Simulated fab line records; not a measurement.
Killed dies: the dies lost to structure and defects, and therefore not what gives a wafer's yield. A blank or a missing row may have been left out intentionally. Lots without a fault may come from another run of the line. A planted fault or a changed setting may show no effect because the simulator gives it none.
2 desks, one fault | flow sky130 | each desk has only its own numbers; what lay behind them comes last

== AT THE TOOL OWNER'S DESK: pvd sputter-03 ==
The tool's own readings at SKY_METAL2_SPUTTER_01 (material TiN, target thk 20 nm, time 16.7 s): means of the sampled wafers that have a number, for each lot that ran on this tool. Marked OUT: a lot whose mean sits more than 4 standard deviations from the usual mean, which makes it out of limits; the brackets give that distance.
Columns: A = throttle valve pct at SKY_METAL2_SPUTTER_01, usual 29.3 %
lot  | first seen here | A
L335 | day 35 17:17    | 29.0
L344 | day 39 12:09    | 29.3
This desk's verdict: no lot among the 2 shows anything out of limits.

== FROM THE METROLOGY DESK ==
Lot by lot, what the gauges showed, no matter which tool ran the lot: averages of those sampled wafers that carry a number. Marked OUT: a lot whose mean sits more than 4 standard deviations from the usual mean, which makes it out of limits; the brackets give that distance.
Columns: A = VIA1_W_RS at SKY_VIA1_RS_MEAS_22, usual 0.428 ohm/sq; B = VIA1_W_THK at SKY_VIA1_THK_MEAS_23, usual 275 nm
lot  | first seen here | A     | B
L334 | day 35 04:35    | 0.437 | 264
L335 | day 35 16:47    | 0.442 | 263
L344 | day 39 11:37    | 0.426 | 275
L345 | day 39 11:56    | 0.415 | 285
L349 | day 39 15:20    | 0.420 | 278
This desk's verdict: no lot among the 5 shows anything out of limits.

== TAKEN TOGETHER ==
The tool owner's desk saw nothing out of limits.
At the metrology desk, nothing out of limits was observed.

== WHAT THE SIMULATOR HAD INSERTED ==
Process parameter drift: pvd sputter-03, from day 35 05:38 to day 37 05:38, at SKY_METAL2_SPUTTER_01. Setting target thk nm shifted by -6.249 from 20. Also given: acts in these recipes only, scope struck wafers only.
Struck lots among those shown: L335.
